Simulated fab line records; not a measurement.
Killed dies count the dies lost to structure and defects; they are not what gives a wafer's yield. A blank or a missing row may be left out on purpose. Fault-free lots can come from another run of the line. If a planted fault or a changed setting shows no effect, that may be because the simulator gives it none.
Comparing a struck lot with a sound one ; flow sky130 ; 15 steps out of a route of 708
Sound: the wafers L136.2, L136.3, L136.4. The struck wafers were L151.2, L151.3, L151.4. The cause is given at the end.
Per side, at each step with rows, come the tool, then ch with its chambers, and then its first start. Under that, the readings that differ: sound wafers ; struck wafers ; difference of the means ; sigmas: that difference in standard deviations of wafers without a fault.
alike: a reading whose means differ by less than 2 such deviations, as well as words and numbers matching on both sides. not compared: withheld readings; readings where some wafer has no value; bounds like >300 that might hide an equal value; numbers whose values overlap and for which the record gives no deviation.
A row with sigmas, a row that says differs or no value, or rows on one side alone: a step with any of these is where the two part. When numbers do not overlap yet have no deviation, they are printed without sigmas and do not part them. A reading missing from all wafers of one side parts the sides only when that side holds two or more wafers.

SKY_LOCAL_INTERCONNECT_CD_MEAS_11: target cd 170 nm.
  struck on cd-sem-01, day 36 03:28; sound on cd-sem-02, day 31 17:43
  alike: cd-nm
SKY_LOCAL_INTERCONNECT_OVL_MEAS_12:
  struck on overlay-01, day 36 03:34; sound on overlay-02, day 31 17:49
reading;sound;struck;difference;sigmas
LOCAL_INTERCONNECT_OVL (nm);-11 -10 -8;1 6 2;+13;+2
SKY_LOCAL_INTERCONNECT_ETCH_13: etches BARC in N2/H2, stops on SiO2, time 45.9 s, target depth 60 nm.
  sound on rie-metal-02 ch 0,1, day 31 17:51; struck on rie-metal-03 ch 0,1, day 36 03:36
  alike: chamber-pressure-mTorr, drypump-motor-current-A, oes-product-au, throttle-valve-pct
  not compared: rf-hours-counter-h
SKY_LOCAL_INTERCONNECT_METAL_ETCH_14: etches TiN in Cl2/BCl3, stops on PSG, target depth 110 nm, time 31.4 s.
  sound on rie-metal-02 ch 0,1, day 31 17:55; struck on rie-metal-03 ch 0,1, day 36 03:40
  alike: chamber-pressure-mTorr, drypump-motor-current-A, oes-product-au, throttle-valve-pct
  not compared: rf-hours-counter-h
SKY_LOCAL_INTERCONNECT_STRIP_15: strips in O2/N2.
  sound on plasma-asher-03 ch 0,1, day 31 17:58; struck on plasma-asher-02 ch 0,1, day 36 03:43
  alike: chamber-pressure-mTorr, drypump-motor-current-A, oes-product-au, strip-time-to-endpoint-s
  not compared: rf-hours-counter-h
then, 3 steps without rows for these wafers: SKY_LOCAL_INTERCONNECT_STRIP_16 (strips in post etch residue remover, time 1200 s); SKY_LOCAL_INTERCONNECT_CLEAN_17 (cleans in IPA, time 180 s); SKY_LOCAL_INTERCONNECT_CLEAN_18 (cleans in O3/DIW).
SKY_CONTACT_CVD_00: deposits Si3N4, target thk 75 nm.
  sound on pecvd-03 ch 0,1, day 31 18:34; struck on pecvd-01 ch 0,2, day 36 04:18
  alike: heater-power-w
SKY_CONTACT_THK_MEAS_01:
  struck on film-metro-01, day 36 04:22; sound on film-metro-01, day 31 18:36
  alike: CONTACT_CVD_00_THK
then, 1 step without rows for these wafers: SKY_CONTACT_HDPCVD_02 (deposits SiO2, target thk 565 nm, time 94.2 s).
SKY_CONTACT_THK_MEAS_03:
  struck on film-metro-03, day 36 04:29; sound on film-metro-02, day 31 18:44
  alike: CONTACT_HDPCVD_THK
SKY_CONTACT_CMP_04: polishes SiO2.
  sound on cmp-01 ch 1,2,3, day 31 18:47; struck on cmp-01 ch 0,1,2, day 36 04:35
reading;sound;struck;difference;sigmas
head-pressure-psi (psi);4.002 4.005 4.001;3.212 3.220 3.209;-0.789;-81
time-to-endpoint-s (s);86 69 87;95 100 90;+14;+3
  alike: motor-current-A
SKY_CONTACT_BOW_MEAS_05:
  struck on film-metro-01, day 36 04:52; sound on film-metro-03, day 31 19:06
  alike: CONTACT_BOW
SKY_PAD_OPEN_PROBE_99:
  sound wafers here have rows in the record (prober-02, day 46 20:28); struck ones have none

## WHERE THEY PART
Earliest at SKY_LOCAL_INTERCONNECT_OVL_MEAS_12; latest, in this record, at SKY_PAD_OPEN_PROBE_99.

WHY: what had been put in by the simulator
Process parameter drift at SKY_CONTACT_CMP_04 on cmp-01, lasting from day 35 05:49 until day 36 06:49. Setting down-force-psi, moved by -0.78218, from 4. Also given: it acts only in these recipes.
